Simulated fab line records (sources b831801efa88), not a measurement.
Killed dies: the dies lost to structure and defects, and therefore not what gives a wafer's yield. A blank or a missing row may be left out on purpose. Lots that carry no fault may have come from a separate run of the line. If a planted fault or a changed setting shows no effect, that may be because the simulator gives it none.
The tool behind it: which one? || flow sky130 || 24 lots, 72 wafers sampled, at 6 steps of a route of 708

WHAT THE GAUGES READ, wafer by wafer
SKY_NWELL_RS_MEAS_31: a four-point-probe measurement. Usual: PWDE_RS typically reads 5277 ohm/sq, with standard deviation 18.
{"lot": "L074", "measured": "day 5 09:20", "on": "film metro-03", "PWDE_RS (ohm/sq)": "5256 5273 5264", "flag": ""}
{"lot": "L075", "measured": "day 5 17:19", "on": "film metro-02", "PWDE_RS (ohm/sq)": "5307 5320 5316", "flag": ""}
{"lot": "L076", "measured": "day 5 23:41", "on": "film metro-02", "PWDE_RS (ohm/sq)": "5247 5261 5243", "flag": ""}
{"lot": "L077", "measured": "day 6 06:17", "on": "film metro-02", "PWDE_RS (ohm/sq)": "5276 5300 5298", "flag": ""}
{"lot": "L078", "measured": "day 6 09:05", "on": "film metro-03", "PWDE_RS (ohm/sq)": "5276 5297 5279", "flag": ""}
{"lot": "L079", "measured": "day 6 15:47", "on": "film metro-01", "PWDE_RS (ohm/sq)": "5269 5245 5251", "flag": ""}
{"lot": "L080", "measured": "day 6 20:24", "on": "film metro-03", "PWDE_RS (ohm/sq)": "5262 5236 5242", "flag": ""}
{"lot": "L081", "measured": "day 7 01:41", "on": "film metro-02", "PWDE_RS (ohm/sq)": "5292 5278 5289", "flag": ""}
{"lot": "L082", "measured": "day 7 14:03", "on": "film metro-01", "PWDE_RS (ohm/sq)": "5282 5284 5299", "flag": ""}
{"lot": "L083", "measured": "day 7 16:38", "on": "film metro-03", "PWDE_RS (ohm/sq)": "5293 5271 5261", "flag": ""}
{"lot": "L084", "measured": "day 8 00:17", "on": "film metro-02", "PWDE_RS (ohm/sq)": "5295 5298 5292", "flag": ""}
{"lot": "L085", "measured": "day 8 04:21", "on": "film metro-03", "PWDE_RS (ohm/sq)": "5295 5328 5311", "flag": ""}
{"lot": "L086", "measured": "day 8 11:14", "on": "film metro-01", "PWDE_RS (ohm/sq)": "5283 5274 5282", "flag": ""}
{"lot": "L087", "measured": "day 8 19:21", "on": "film metro-01", "PWDE_RS (ohm/sq)": "5274 5278 5286", "flag": ""}
{"lot": "L088", "measured": "day 9 00:24", "on": "film metro-03", "PWDE_RS (ohm/sq)": "5291 5263 5285", "flag": ""}
{"lot": "L089", "measured": "day 9 06:56", "on": "film metro-03", "PWDE_RS (ohm/sq)": "5281 5274 5258", "flag": ""}
{"lot": "L090", "measured": "day 9 09:56", "on": "film metro-02", "PWDE_RS (ohm/sq)": "5267 5293 5267", "flag": ""}
{"lot": "L091", "measured": "day 9 14:24", "on": "film metro-03", "PWDE_RS (ohm/sq)": "5276 5271 5278", "flag": ""}
{"lot": "L092", "measured": "day 9 22:40", "on": "film metro-02", "PWDE_RS (ohm/sq)": "5288 5291 5309", "flag": ""}
{"lot": "L093", "measured": "day 10 06:39", "on": "film metro-03", "PWDE_RS (ohm/sq)": "5294 5300 5287", "flag": ""}
{"lot": "L094", "measured": "day 10 13:16", "on": "film metro-01", "PWDE_RS (ohm/sq)": "5260 5256 5257", "flag": ""}
{"lot": "L095", "measured": "day 11 00:00", "on": "film metro-02", "PWDE_RS (ohm/sq)": "5240 5264 5248", "flag": ""}
{"lot": "L096", "measured": "day 11 07:40", "on": "film metro-02", "PWDE_RS (ohm/sq)": "5268 5266 5272", "flag": ""}
{"lot": "L097", "measured": "day 11 10:34", "on": "film metro-03", "PWDE_RS (ohm/sq)": "5295 5280 5276", "flag": ""}

SKY_CONTACT_OVL_MEAS_15. Usual: CONTACT_OVL typically reads 0 nm, with standard deviation 5.1.
{"lot": "L074", "measured": "day 31 18:24", "on": "overlay-02", "CONTACT_OVL (nm)": "-12 1 0", "flag": ""}
{"lot": "L075", "measured": "day 32 05:13", "on": "overlay-02", "CONTACT_OVL (nm)": "-6 -3 0", "flag": ""}
{"lot": "L076", "measured": "day 32 21:47", "on": "overlay-01", "CONTACT_OVL (nm)": "-3 0 0", "flag": ""}
{"lot": "L077", "measured": "day 33 04:11", "on": "overlay-01", "CONTACT_OVL (nm)": "4 -3 -6", "flag": ""}
{"lot": "L078", "measured": "day 33 06:55", "on": "overlay-01", "CONTACT_OVL (nm)": "-1 2 -1", "flag": ""}
{"lot": "L079", "measured": "day 33 13:55", "on": "overlay-01", "CONTACT_OVL (nm)": "2 1 5", "flag": ""}
{"lot": "L080", "measured": "day 33 23:43", "on": "overlay-01", "CONTACT_OVL (nm)": "6 11 6", "flag": ""}
{"lot": "L081", "measured": "day 34 02:43", "on": "overlay-02", "CONTACT_OVL (nm)": "0 -4 -1", "flag": ""}
{"lot": "L082", "measured": "day 35 00:27", "on": "overlay-02", "CONTACT_OVL (nm)": "5 7 8", "flag": ""}
{"lot": "L083", "measured": "day 34 23:33", "on": "overlay-02", "CONTACT_OVL (nm)": "-2 2 2", "flag": ""}
{"lot": "L084", "measured": "day 35 07:58", "on": "overlay-01", "CONTACT_OVL (nm)": "-6 -3 -4", "flag": ""}
{"lot": "L085", "measured": "day 35 15:24", "on": "overlay-01", "CONTACT_OVL (nm)": "4 1 -2", "flag": ""}
{"lot": "L086", "measured": "day 36 10:37", "on": "overlay-02", "CONTACT_OVL (nm)": "-12 0 -9", "flag": ""}
{"lot": "L087", "measured": "day 36 12:04", "on": "overlay-02", "CONTACT_OVL (nm)": "9 18 8", "flag": ""}
{"lot": "L088", "measured": "day 36 13:34", "on": "overlay-02", "CONTACT_OVL (nm)": "-3 3 2", "flag": ""}
{"lot": "L089", "measured": "day 36 16:08", "on": "overlay-02", "CONTACT_OVL (nm)": "1 -5 1", "flag": ""}
{"lot": "L090", "measured": "day 37 05:16", "on": "overlay-02", "CONTACT_OVL (nm)": "0 1 4", "flag": ""}
{"lot": "L091", "measured": "day 37 06:45", "on": "overlay-01", "CONTACT_OVL (nm)": "1 6 0", "flag": ""}
{"lot": "L092", "measured": "day 37 10:00", "on": "overlay-01", "CONTACT_OVL (nm)": "5 6 10", "flag": ""}
{"lot": "L093", "measured": "day 38 00:16", "on": "overlay-02", "CONTACT_OVL (nm)": "6 3 7", "flag": ""}
{"lot": "L094", "measured": "day 38 07:30", "on": "overlay-01", "CONTACT_OVL (nm)": "0 0 4", "flag": ""}
{"lot": "L095", "measured": "day 38 20:03", "on": "overlay-02", "CONTACT_OVL (nm)": "-7 -1 -2", "flag": ""}
{"lot": "L096", "measured": "day 39 01:00", "on": "overlay-01", "CONTACT_OVL (nm)": "-1 -2 -9", "flag": ""}
{"lot": "L097", "measured": "day 39 03:44", "on": "overlay-01", "CONTACT_OVL (nm)": "-1 -3 1", "flag": ""}

SKY_VIA1_CD_MEAS_12 targets a cd of 150 nm. Usual: cd nm reads 150.2 nm (standard deviation 1.8).
{"lot": "L074", "measured": "day 34 03:34", "on": "cd sem-02", "cd nm (nm)": "148.7 147.4 148.0", "flag": ""}
{"lot": "L075", "measured": "day 34 14:58", "on": "cd sem-01", "cd nm (nm)": "152.9 152.9 151.9", "flag": ""}
{"lot": "L076", "measured": "day 35 07:04", "on": "cd sem-01", "cd nm (nm)": "148.9 148.2 149.5", "flag": ""}
{"lot": "L077", "measured": "day 35 13:44", "on": "cd sem-02", "cd nm (nm)": "150.2 150.6 149.4", "flag": ""}
{"lot": "L078", "measured": "day 35 15:34", "on": "cd sem-02", "cd nm (nm)": "150.0 150.9 150.9", "flag": ""}
{"lot": "L079", "measured": "day 35 21:46", "on": "cd sem-01", "cd nm (nm)": "151.2 152.5 152.2", "flag": ""}
{"lot": "L080", "measured": "day 36 08:20", "on": "cd sem-02", "cd nm (nm)": "147.4 146.3 146.8", "flag": ""}
{"lot": "L081", "measured": "day 36 11:44", "on": "cd sem-02", "cd nm (nm)": "149.5 152.1 150.3", "flag": ""}
{"lot": "L082", "measured": "day 37 08:47", "on": "cd sem-02", "cd nm (nm)": "150.7 149.5 149.4", "flag": ""}
{"lot": "L083", "measured": "day 37 08:26", "on": "cd sem-01", "cd nm (nm)": "149.3 149.6 149.5", "flag": ""}
{"lot": "L084", "measured": "day 37 15:58", "on": "cd sem-02", "cd nm (nm)": "151.1 150.1 151.0", "flag": ""}
{"lot": "L085", "measured": "day 37 22:53", "on": "cd sem-01", "cd nm (nm)": "150.2 150.1 150.7", "flag": ""}
{"lot": "L086", "measured": "day 38 17:23", "on": "cd sem-02", "cd nm (nm)": "149.0 148.7 150.1", "flag": ""}
{"lot": "L087", "measured": "day 38 19:38", "on": "cd sem-01", "cd nm (nm)": "148.5 149.1 149.0", "flag": ""}
{"lot": "L088", "measured": "day 38 20:46", "on": "cd sem-01", "cd nm (nm)": "150.9 150.5 151.9", "flag": ""}
{"lot": "L089", "measured": "day 38 23:46", "on": "cd sem-01", "cd nm (nm)": "151.1 150.7 149.7", "flag": ""}
{"lot": "L090", "measured": "day 39 12:05", "on": "cd sem-01", "cd nm (nm)": "150.1 151.7 151.9", "flag": ""}
{"lot": "L091", "measured": "day 39 13:32", "on": "cd sem-02", "cd nm (nm)": "149.9 149.1 150.6", "flag": ""}
{"lot": "L092", "measured": "day 39 16:16", "on": "cd sem-01", "cd nm (nm)": "148.8 149.9 150.4", "flag": ""}
{"lot": "L093", "measured": "day 40 06:26", "on": "cd sem-02", "cd nm (nm)": "147.7 148.4 148.0", "flag": ""}
{"lot": "L094", "measured": "day 40 11:15", "on": "cd sem-02", "cd nm (nm)": "154.0 152.9 152.5", "flag": ""}
{"lot": "L095", "measured": "day 40 23:58", "on": "cd sem-02", "cd nm (nm)": "150.1 152.2 150.9", "flag": ""}
{"lot": "L096", "measured": "day 41 05:25", "on": "cd sem-01", "cd nm (nm)": "150.4 150.7 151.6", "flag": ""}
{"lot": "L097", "measured": "day 41 08:53", "on": "cd sem-02", "cd nm (nm)": "153.2 151.9 152.4", "flag": ""}

EACH LOT AND THE TOOL THAT RAN IT (in order: tool; ch and the chambers of the sampled wafers; start)
{"lot": "L074", "SKY_FIELD_ISO_ETCH_17": "rie si-02 ch 0,2,3, day 2 07:11", "SKY_LI_CONTACT_ETCH_15": "rie diel-02 ch 2,3, day 29 07:04", "SKY_CONTACT_CMP_04": "cmp-02 ch 1,2, day 30 14:06"}
{"lot": "L075", "SKY_FIELD_ISO_ETCH_17": "rie si-01 ch 0,3, day 2 12:23", "SKY_LI_CONTACT_ETCH_15": "rie diel-03 ch 0,2,3, day 29 18:23", "SKY_CONTACT_CMP_04": "cmp-02 ch 0,1, day 31 00:21"}
{"lot": "L076", "SKY_FIELD_ISO_ETCH_17": "rie si-02 ch 2,3, day 2 16:55", "SKY_LI_CONTACT_ETCH_15": "rie diel-04 ch 0,1,3, day 30 12:31", "SKY_CONTACT_CMP_04": "cmp-01 ch 0,1, day 31 18:10"}
{"lot": "L077", "SKY_FIELD_ISO_ETCH_17": "rie si-02 ch 1,2, day 2 20:53", "SKY_LI_CONTACT_ETCH_15": "rie diel-03 ch 0,2,3, day 30 18:04", "SKY_CONTACT_CMP_04": "cmp-01 ch 0,1,2, day 32 00:29"}
{"lot": "L078", "SKY_FIELD_ISO_ETCH_17": "rie si-02 ch 1,2, day 3 02:26", "SKY_LI_CONTACT_ETCH_15": "rie diel-02 ch 1,2, day 30 21:31", "SKY_CONTACT_CMP_04": "cmp-01 ch 2,3, day 32 03:29"}
{"lot": "L079", "SKY_FIELD_ISO_ETCH_17": "rie si-01 ch 0,1,3, day 3 06:47", "SKY_LI_CONTACT_ETCH_15": "rie diel-02 ch 2,3, day 31 05:11", "SKY_CONTACT_CMP_04": "cmp-01 ch 0,1,2, day 32 11:08"}
{"lot": "L080", "SKY_FIELD_ISO_ETCH_17": "rie si-02 ch 0,2, day 3 12:35", "SKY_LI_CONTACT_ETCH_15": "rie diel-04 ch 0,1,3, day 31 14:20", "SKY_CONTACT_CMP_04": "cmp-02 ch 0,3, day 32 20:12"}
{"lot": "L081", "SKY_FIELD_ISO_ETCH_17": "rie si-01 ch 1,3, day 3 16:40", "SKY_LI_CONTACT_ETCH_15": "rie diel-04 ch 0,1,3, day 31 17:19", "SKY_CONTACT_CMP_04": "cmp-01 ch 0,1,2, day 32 23:19"}
{"lot": "L082", "SKY_FIELD_ISO_ETCH_17": "rie si-01 ch 1,2,3, day 4 01:05", "SKY_LI_CONTACT_ETCH_15": "rie diel-02 ch 0,1, day 32 15:38", "SKY_CONTACT_CMP_04": "cmp-02 ch 0,2, day 33 21:02"}
{"lot": "L083", "SKY_FIELD_ISO_ETCH_17": "rie si-01 ch 0,1,2, day 4 04:07", "SKY_LI_CONTACT_ETCH_15": "rie diel-02 ch 0,1,3, day 32 14:56", "SKY_CONTACT_CMP_04": "cmp-01 ch 0,1,3, day 33 20:28"}
{"lot": "L084", "SKY_FIELD_ISO_ETCH_17": "rie si-01 ch 2,3, day 4 08:49", "SKY_LI_CONTACT_ETCH_15": "rie diel-03 ch 0,2,3, day 32 23:02", "SKY_CONTACT_CMP_04": "cmp-02 ch 0,2,3, day 34 04:33"}
{"lot": "L085", "SKY_FIELD_ISO_ETCH_17": "rie si-01 ch 0,2, day 4 14:43", "SKY_LI_CONTACT_ETCH_15": "rie diel-03 ch 0,3, day 33 07:41", "SKY_CONTACT_CMP_04": "cmp-01 ch 0,1,3, day 34 12:48"}
{"lot": "L086", "SKY_FIELD_ISO_ETCH_17": "rie si-02 ch 1,2, day 4 19:56", "SKY_LI_CONTACT_ETCH_15": "rie diel-03 ch 2,3, day 34 01:59", "SKY_CONTACT_CMP_04": "cmp-01 ch 0,1,3, day 35 07:44"}
{"lot": "L087", "SKY_FIELD_ISO_ETCH_17": "rie si-02 ch 0,3, day 5 03:35", "SKY_LI_CONTACT_ETCH_15": "rie diel-02 ch 0,1,2, day 34 04:05", "SKY_CONTACT_CMP_04": "cmp-02 ch 0,1,3, day 35 09:33"}
{"lot": "L088", "SKY_FIELD_ISO_ETCH_17": "rie si-01 ch 0,2,3, day 5 07:10", "SKY_LI_CONTACT_ETCH_15": "rie diel-03 ch 0,1,2, day 34 05:20", "SKY_CONTACT_CMP_04": "cmp-02 ch 1,2, day 35 10:38"}
{"lot": "L089", "SKY_FIELD_ISO_ETCH_17": "rie si-02 ch 1,2, day 5 12:53", "SKY_LI_CONTACT_ETCH_15": "rie diel-04 ch 0,1,2, day 34 07:31", "SKY_CONTACT_CMP_04": "cmp-02 ch 0,1,2, day 35 12:51"}
{"lot": "L090", "SKY_FIELD_ISO_ETCH_17": "rie si-01 ch 0,1,2, day 5 17:23", "SKY_LI_CONTACT_ETCH_15": "rie diel-03 ch 0,1,3, day 34 21:11", "SKY_CONTACT_CMP_04": "cmp-01 ch 0,2,3, day 36 02:39"}
{"lot": "L091", "SKY_FIELD_ISO_ETCH_17": "rie si-02 ch 1,2,3, day 5 21:25", "SKY_LI_CONTACT_ETCH_15": "rie diel-03 ch 0,3, day 34 22:14", "SKY_CONTACT_CMP_04": "cmp-02 ch 0,1, day 36 03:53"}
{"lot": "L092", "SKY_FIELD_ISO_ETCH_17": "rie si-02 ch 1,2, day 6 04:04", "SKY_LI_CONTACT_ETCH_15": "rie diel-04 ch 1,2,3, day 35 02:17", "SKY_CONTACT_CMP_04": "cmp-01 ch 0,1,2, day 36 07:29"}
{"lot": "L093", "SKY_FIELD_ISO_ETCH_17": "rie si-01 ch 0,2,3, day 6 07:46", "SKY_LI_CONTACT_ETCH_15": "rie diel-04 ch 0,1, day 35 17:44", "SKY_CONTACT_CMP_04": "cmp-02 ch 0,1,3, day 36 21:54"}
{"lot": "L094", "SKY_FIELD_ISO_ETCH_17": "rie si-01 ch 1,3, day 6 13:14", "SKY_LI_CONTACT_ETCH_15": "rie diel-04 ch 2,3, day 36 00:16", "SKY_CONTACT_CMP_04": "cmp-02 ch 0,1, day 37 04:29"}
{"lot": "L095", "SKY_FIELD_ISO_ETCH_17": "rie si-01 ch 1,3, day 6 18:59", "SKY_LI_CONTACT_ETCH_15": "rie diel-02 ch 1,2,3, day 36 12:22", "SKY_CONTACT_CMP_04": "cmp-01 ch 0,1,3, day 37 17:25"}
{"lot": "L096", "SKY_FIELD_ISO_ETCH_17": "rie si-01 ch 1,2,3, day 6 23:50", "SKY_LI_CONTACT_ETCH_15": "rie diel-04 ch 0,1,3, day 36 18:05", "SKY_CONTACT_CMP_04": "cmp-02 ch 1,2, day 37 23:00"}
{"lot": "L097", "SKY_FIELD_ISO_ETCH_17": "rie si-01 ch 2,3, day 7 04:19", "SKY_LI_CONTACT_ETCH_15": "rie diel-04 ch 0,1, day 36 21:02", "SKY_CONTACT_CMP_04": "cmp-01 ch 0,1,2, day 38 01:54"}
- SKY_FIELD_ISO_ETCH_17: etches Si in HBr/Cl2/O2, target depth 342 nm, time 97.7 s.
- SKY_LI_CONTACT_ETCH_15: etches PSG in C4F8/O2/Ar, stops on Si, target depth 600 nm.
- SKY_CONTACT_CMP_04: polishes SiO2.

AS READ BY THE TOOLS THEMSELVES (means over the sampled wafers that have a number; for cases with no such wafer, the mark the record gives instead)
SKY_FIELD_ISO_ETCH_17. Usual: O2_flow_sccm 5.999 sccm, standard deviation 0.017; drypump motor current A 5.3 A, standard deviation 0.49; oes product au 0.999 a.u., standard deviation 0.0066; rf fwd power W 596.3 W, standard deviation 2.5; throttle valve pct 25.657 %, standard deviation 0.0087.
{"lot": "L074", "tool": "rie si-02", "O2_flow_sccm (sccm)": 6.011, "drypump motor current A (A)": 5.4, "oes product au (a.u.)": 0.997, "rf fwd power W (W)": 596.8, "throttle valve pct (%)": 25.653, "flag": ""}
{"lot": "L075", "tool": "rie si-01", "O2_flow_sccm (sccm)": 5.991, "drypump motor current A (A)": 5.5, "oes product au (a.u.)": 1.000, "rf fwd power W (W)": 595.7, "throttle valve pct (%)": 25.655, "flag": ""}
{"lot": "L076", "tool": "rie si-02", "O2_flow_sccm (sccm)": 6.003, "drypump motor current A (A)": 5.3, "oes product au (a.u.)": 1.009, "rf fwd power W (W)": 596.6, "throttle valve pct (%)": 25.654, "flag": ""}
{"lot": "L077", "tool": "rie si-02", "O2_flow_sccm (sccm)": 5.990, "drypump motor current A (A)": 5.5, "oes product au (a.u.)": 1.000, "rf fwd power W (W)": 594.4, "throttle valve pct (%)": 25.655, "flag": ""}
{"lot": "L078", "tool": "rie si-02", "O2_flow_sccm (sccm)": 6.007, "drypump motor current A (A)": 5.4, "oes product au (a.u.)": 1.003, "rf fwd power W (W)": 595.8, "throttle valve pct (%)": 25.663, "flag": ""}
{"lot": "L079", "tool": "rie si-01", "O2_flow_sccm (sccm)": 5.999, "drypump motor current A (A)": 5.4, "oes product au (a.u.)": 0.999, "rf fwd power W (W)": 597.0, "throttle valve pct (%)": 25.657, "flag": ""}
{"lot": "L080", "tool": "rie si-02", "O2_flow_sccm (sccm)": 6.005, "drypump motor current A (A)": 5.5, "oes product au (a.u.)": 1.006, "rf fwd power W (W)": 596.3, "throttle valve pct (%)": 25.655, "flag": ""}
{"lot": "L081", "tool": "rie si-01", "O2_flow_sccm (sccm)": 5.999, "drypump motor current A (A)": 5.7, "oes product au (a.u.)": 1.000, "rf fwd power W (W)": 597.0, "throttle valve pct (%)": 25.659, "flag": ""}
{"lot": "L082", "tool": "rie si-01", "O2_flow_sccm (sccm)": 5.992, "drypump motor current A (A)": 5.3, "oes product au (a.u.)": 1.002, "rf fwd power W (W)": 595.7, "throttle valve pct (%)": 25.654, "flag": ""}
{"lot": "L083", "tool": "rie si-01", "O2_flow_sccm (sccm)": 6.004, "drypump motor current A (A)": 4.9, "oes product au (a.u.)": 1.002, "rf fwd power W (W)": 594.9, "throttle valve pct (%)": 25.657, "flag": ""}
{"lot": "L084", "tool": "rie si-01", "O2_flow_sccm (sccm)": 6.005, "drypump motor current A (A)": 5.7, "oes product au (a.u.)": 0.987, "rf fwd power W (W)": 599.6, "throttle valve pct (%)": 25.669, "flag": ""}
{"lot": "L085", "tool": "rie si-01", "O2_flow_sccm (sccm)": 5.994, "drypump motor current A (A)": 4.9, "oes product au (a.u.)": 0.998, "rf fwd power W (W)": 593.8, "throttle valve pct (%)": 25.657, "flag": ""}
{"lot": "L086", "tool": "rie si-02", "O2_flow_sccm (sccm)": 5.998, "drypump motor current A (A)": 5.4, "oes product au (a.u.)": 0.987, "rf fwd power W (W)": 595.9, "throttle valve pct (%)": 25.656, "flag": ""}
{"lot": "L087", "tool": "rie si-02", "O2_flow_sccm (sccm)": 5.997, "drypump motor current A (A)": 5.4, "oes product au (a.u.)": 1.006, "rf fwd power W (W)": 595.7, "throttle valve pct (%)": 25.657, "flag": ""}
{"lot": "L088", "tool": "rie si-01", "O2_flow_sccm (sccm)": 6.006, "drypump motor current A (A)": 5.4, "oes product au (a.u.)": 0.999, "rf fwd power W (W)": 596.0, "throttle valve pct (%)": 25.655, "flag": ""}
{"lot": "L089", "tool": "rie si-02", "O2_flow_sccm (sccm)": 5.995, "drypump motor current A (A)": 5.5, "oes product au (a.u.)": 1.002, "rf fwd power W (W)": 596.3, "throttle valve pct (%)": 25.657, "flag": ""}
{"lot": "L090", "tool": "rie si-01", "O2_flow_sccm (sccm)": 6.002, "drypump motor current A (A)": 4.9, "oes product au (a.u.)": 0.997, "rf fwd power W (W)": 595.7, "throttle valve pct (%)": 25.658, "flag": ""}
{"lot": "L091", "tool": "rie si-02", "O2_flow_sccm (sccm)": 6.007, "drypump motor current A (A)": 5.4, "oes product au (a.u.)": 0.994, "rf fwd power W (W)": 594.3, "throttle valve pct (%)": 25.663, "flag": ""}
{"lot": "L092", "tool": "rie si-02", "O2_flow_sccm (sccm)": 6.021, "drypump motor current A (A)": 5.4, "oes product au (a.u.)": 0.998, "rf fwd power W (W)": 596.5, "throttle valve pct (%)": 25.657, "flag": ""}
{"lot": "L093", "tool": "rie si-01", "O2_flow_sccm (sccm)": 5.983, "drypump motor current A (A)": 5.4, "oes product au (a.u.)": 0.998, "rf fwd power W (W)": 596.4, "throttle valve pct (%)": 25.662, "flag": ""}
{"lot": "L094", "tool": "rie si-01", "O2_flow_sccm (sccm)": 6.002, "drypump motor current A (A)": 5.3, "oes product au (a.u.)": 0.995, "rf fwd power W (W)": 598.2, "throttle valve pct (%)": 25.658, "flag": ""}
{"lot": "L095", "tool": "rie si-01", "O2_flow_sccm (sccm)": 5.988, "drypump motor current A (A)": 5.8, "oes product au (a.u.)": 0.994, "rf fwd power W (W)": 595.8, "throttle valve pct (%)": 25.664, "flag": ""}
{"lot": "L096", "tool": "rie si-01", "O2_flow_sccm (sccm)": 5.990, "drypump motor current A (A)": 5.3, "oes product au (a.u.)": 0.996, "rf fwd power W (W)": 596.6, "throttle valve pct (%)": 25.655, "flag": ""}
{"lot": "L097", "tool": "rie si-01", "O2_flow_sccm (sccm)": 6.008, "drypump motor current A (A)": 5.2, "oes product au (a.u.)": 0.997, "rf fwd power W (W)": 595.5, "throttle valve pct (%)": 25.653, "flag": ""}

SKY_LI_CONTACT_ETCH_15. Usual: oes product au 0.837 a.u., standard deviation 0.0043; rf fwd power W 1493 W, standard deviation 4.3.
{"lot": "L074", "tool": "rie diel-02", "oes product au (a.u.)": 0.837, "rf fwd power W (W)": 1494, "flag": ""}
{"lot": "L075", "tool": "rie diel-03", "oes product au (a.u.)": 0.840, "rf fwd power W (W)": 1494, "flag": ""}
{"lot": "L076", "tool": "rie diel-04", "oes product au (a.u.)": 0.832, "rf fwd power W (W)": 1492, "flag": ""}
{"lot": "L077", "tool": "rie diel-03", "oes product au (a.u.)": 0.837, "rf fwd power W (W)": 1493, "flag": ""}
{"lot": "L078", "tool": "rie diel-02", "oes product au (a.u.)": 0.835, "rf fwd power W (W)": 1493, "flag": ""}
{"lot": "L079", "tool": "rie diel-02", "oes product au (a.u.)": 0.840, "rf fwd power W (W)": 1495, "flag": ""}
{"lot": "L080", "tool": "rie diel-04", "oes product au (a.u.)": 0.840, "rf fwd power W (W)": 1490, "flag": ""}
{"lot": "L081", "tool": "rie diel-04", "oes product au (a.u.)": 0.833, "rf fwd power W (W)": 1493, "flag": ""}
{"lot": "L082", "tool": "rie diel-02", "oes product au (a.u.)": 0.836, "rf fwd power W (W)": 1488, "flag": ""}
{"lot": "L083", "tool": "rie diel-02", "oes product au (a.u.)": 0.836, "rf fwd power W (W)": 1498, "flag": ""}
{"lot": "L084", "tool": "rie diel-03", "oes product au (a.u.)": 0.836, "rf fwd power W (W)": 1496, "flag": ""}
{"lot": "L085", "tool": "rie diel-03", "oes product au (a.u.)": 0.835, "rf fwd power W (W)": 1495, "flag": ""}
{"lot": "L086", "tool": "rie diel-03", "oes product au (a.u.)": 0.840, "rf fwd power W (W)": 1492, "flag": ""}
{"lot": "L087", "tool": "rie diel-02", "oes product au (a.u.)": 0.841, "rf fwd power W (W)": 1491, "flag": ""}
{"lot": "L088", "tool": "rie diel-03", "oes product au (a.u.)": 0.838, "rf fwd power W (W)": 1493, "flag": ""}
{"lot": "L089", "tool": "rie diel-04", "oes product au (a.u.)": 0.836, "rf fwd power W (W)": 1495, "flag": ""}
{"lot": "L090", "tool": "rie diel-03", "oes product au (a.u.)": 0.836, "rf fwd power W (W)": 1494, "flag": ""}
{"lot": "L091", "tool": "rie diel-03", "oes product au (a.u.)": 0.843, "rf fwd power W (W)": 1494, "flag": ""}
{"lot": "L092", "tool": "rie diel-04", "oes product au (a.u.)": 0.833, "rf fwd power W (W)": 1491, "flag": ""}
{"lot": "L093", "tool": "rie diel-04", "oes product au (a.u.)": 0.838, "rf fwd power W (W)": 1493, "flag": ""}
{"lot": "L094", "tool": "rie diel-04", "oes product au (a.u.)": 0.838, "rf fwd power W (W)": 1493, "flag": ""}
{"lot": "L095", "tool": "rie diel-02", "oes product au (a.u.)": 0.837, "rf fwd power W (W)": 1492, "flag": ""}
{"lot": "L096", "tool": "rie diel-04", "oes product au (a.u.)": 0.838, "rf fwd power W (W)": 1487, "flag": ""}
{"lot": "L097", "tool": "rie diel-04", "oes product au (a.u.)": 0.839, "rf fwd power W (W)": 1494, "flag": ""}

SKY_CONTACT_CMP_04. Usual: motor current A 12.1 A, standard deviation 0.81; slurry flow ml min 150.1, standard deviation 0.49; time to endpoint s 83.9 s, standard deviation 2.9.
{"lot": "L074", "tool": "cmp-02", "motor current A (A)": 12.6, "slurry flow ml min": 150.3, "time to endpoint s (s)": 84.8, "flag": ""}
{"lot": "L075", "tool": "cmp-02", "motor current A (A)": 11.7, "slurry flow ml min": 149.9, "time to endpoint s (s)": 87.2, "flag": ""}
{"lot": "L076", "tool": "cmp-01", "motor current A (A)": 12.0, "slurry flow ml min": 149.7, "time to endpoint s (s)": 83.3, "flag": ""}
{"lot": "L077", "tool": "cmp-01", "motor current A (A)": 12.4, "slurry flow ml min": 149.8, "time to endpoint s (s)": 84.1, "flag": ""}
{"lot": "L078", "tool": "cmp-01", "motor current A (A)": 12.5, "slurry flow ml min": 149.7, "time to endpoint s (s)": 80.6, "flag": ""}
{"lot": "L079", "tool": "cmp-01", "motor current A (A)": 12.2, "slurry flow ml min": 150.7, "time to endpoint s (s)": 87.6, "flag": ""}
{"lot": "L080", "tool": "cmp-02", "motor current A (A)": 11.0, "slurry flow ml min": 149.6, "time to endpoint s (s)": 85.3, "flag": ""}
{"lot": "L081", "tool": "cmp-01", "motor current A (A)": 12.1, "slurry flow ml min": 150.2, "time to endpoint s (s)": 82.0, "flag": ""}
{"lot": "L082", "tool": "cmp-02", "motor current A (A)": 12.6, "slurry flow ml min": 149.8, "time to endpoint s (s)": 82.9, "flag": ""}
{"lot": "L083", "tool": "cmp-01", "motor current A (A)": 12.3, "slurry flow ml min": 149.6, "time to endpoint s (s)": 85.6, "flag": ""}
{"lot": "L084", "tool": "cmp-02", "motor current A (A)": 12.0, "slurry flow ml min": 150.3, "time to endpoint s (s)": 86.8, "flag": ""}
{"lot": "L085", "tool": "cmp-01", "motor current A (A)": 12.4, "slurry flow ml min": 150.0, "time to endpoint s (s)": 79.4, "flag": ""}
{"lot": "L086", "tool": "cmp-01", "motor current A (A)": 12.1, "slurry flow ml min": 150.1, "time to endpoint s (s)": 84.3, "flag": ""}
{"lot": "L087", "tool": "cmp-02", "motor current A (A)": 11.3, "slurry flow ml min": 149.8, "time to endpoint s (s)": 86.0, "flag": ""}
{"lot": "L088", "tool": "cmp-02", "motor current A (A)": 13.0, "slurry flow ml min": 150.2, "time to endpoint s (s)": 85.7, "flag": ""}
{"lot": "L089", "tool": "cmp-02", "motor current A (A)": 12.8, "slurry flow ml min": 149.9, "time to endpoint s (s)": 82.5, "flag": ""}
{"lot": "L090", "tool": "cmp-01", "motor current A (A)": 11.8, "slurry flow ml min": 150.0, "time to endpoint s (s)": 83.7, "flag": ""}
{"lot": "L091", "tool": "cmp-02", "motor current A (A)": 12.2, "slurry flow ml min": 150.0, "time to endpoint s (s)": 80.9, "flag": ""}
{"lot": "L092", "tool": "cmp-01", "motor current A (A)": 12.5, "slurry flow ml min": 150.2, "time to endpoint s (s)": 81.4, "flag": ""}
{"lot": "L093", "tool": "cmp-02", "motor current A (A)": 10.8, "slurry flow ml min": 149.9, "time to endpoint s (s)": 83.6, "flag": ""}
{"lot": "L094", "tool": "cmp-02", "motor current A (A)": 12.0, "slurry flow ml min": 150.3, "time to endpoint s (s)": 84.1, "flag": ""}
{"lot": "L095", "tool": "cmp-01", "motor current A (A)": 12.2, "slurry flow ml min": 150.4, "time to endpoint s (s)": 83.9, "flag": ""}
{"lot": "L096", "tool": "cmp-02", "motor current A (A)": 12.0, "slurry flow ml min": 151.0, "time to endpoint s (s)": 80.9, "flag": ""}
{"lot": "L097", "tool": "cmp-01", "motor current A (A)": 12.2, "slurry flow ml min": 150.4, "time to endpoint s (s)": 82.6, "flag": ""}

THE ANSWER, worked out from the rows above alone
Rule: a lot is off if the mean of its wafers that have a number lies more than 3 standard deviations from the usual mean. A lot without any number at a reading at which 4 lots or more have one is off too. All remaining lots with rows at the step are treated as sound. Order of review: gauges by route order, followed by the tools' own readings, for which a lot's mean as printed above is used. At the first step where some lot is off, the reading lying furthest off is the one used; lots without a number count as furthest.
No lot is off on any of the readings shown, so nothing can be concluded from this.

WHAT THE SIMULATOR HAD PUT IN
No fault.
